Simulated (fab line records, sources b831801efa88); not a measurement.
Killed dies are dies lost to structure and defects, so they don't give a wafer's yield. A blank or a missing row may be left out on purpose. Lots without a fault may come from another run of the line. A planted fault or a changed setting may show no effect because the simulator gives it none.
Problem report in the 8D (eight disciplines) form, filled by code | flow gf180mcu | the parts of the form that need people (team, actions taken, sign-off) are left out

1. THE PROBLEM
cathode_dc_power_W at GF_TOP_METAL_SPUTTER_00 reads a mean of 4738.0 W on 4 wafers of 3 lots; wafers without a fault read 4000.0 W with a standard deviation of 0.78. That is +99 or more standard deviations from the usual mean.
The step: material Ti, target thk 37.5 nm, time 150 s.
First seen on wafer L731.4, day 29 23:45, on pvd_sputter-02. The record holds 42 wafers of 14 lots with a number at this step. Rule for "out", or "out of limits": more than 4 standard deviations from the usual mean. The other wafers with a number count as sound.

2. WHAT IT IS AND WHAT IT IS NOT
question                    | is                             | is not
which readings at this step | cathode_dc_power_W             | throttle_valve_pct
which lots                  | L731, L732, L734               | L722, L723, L724, L726, L727, L728, L735, L741, L742, L743, L745
which wafers of those lots  | L731.4, L731.5, L732.4, L734.4 | L731.2, L732.3, L732.6, L734.3, L734.5
read on which tools         | pvd_sputter-02                 | pvd_sputter-01, pvd_sputter-04
when                        | from day 29 23:45              | up to then (19 sound wafers); but 19 sound wafers of L732, L734, L735, L741, L742, L743, L745 came after

3. SUSPECTS, AND WHAT RULES EACH OUT
Counting: a tool at a process step up to the reading stays a suspect if it ran every lot that is out. Sound lots after the first of them don't rule it out here, since some wafers of a struck lot are sound.
- pvd_sputter-02 at GF_TOP_METAL_SPUTTER_00 (material Ti, target thk 37.5 nm, time 150 s): kept. It ran every lot that is out, first L731 (day 29 23:45); its last sound lot up to then is L728 (day 28 23:38). Its own readings are out on those wafers: cathode_dc_power_W.
Left after counting: pvd_sputter-02 at GF_TOP_METAL_SPUTTER_00.

4. THE CAUSE (what the simulator had put in)
Process parameter drift: pvd_sputter-02, from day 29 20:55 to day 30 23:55, at GF_TOP_METAL_SPUTTER_00. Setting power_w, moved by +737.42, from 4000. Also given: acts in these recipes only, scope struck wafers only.
Counting left only this tool.

5. THE CHAIN OF EFFECTS, in route order
Each row: a reading whose mean over the struck wafers that have a number lies more than 3 standard deviations from the usual. Only readings for which the record gives a usual standard deviation are gone through. hours: the time from each lot's start at the first step in this table that gives one to its start at this step, as a median over the lots. sigmas: the change in usual standard deviations.
hours | step                    | reading            | usual    | on struck wafers | change | sigmas
0     | GF_TOP_METAL_SPUTTER_00 | cathode_dc_power_W | 4000.0 W | 4738.0           | +738.0 | +99 or more
The process steps in it:
- GF_TOP_METAL_SPUTTER_00: material Ti, target thk 37.5 nm, time 150 s.

6. WHAT WOULD HAVE CAUGHT IT SOONER
In this record the first reading out of limits was taken at day 29 23:45, 3 hours after the fault began at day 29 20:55.
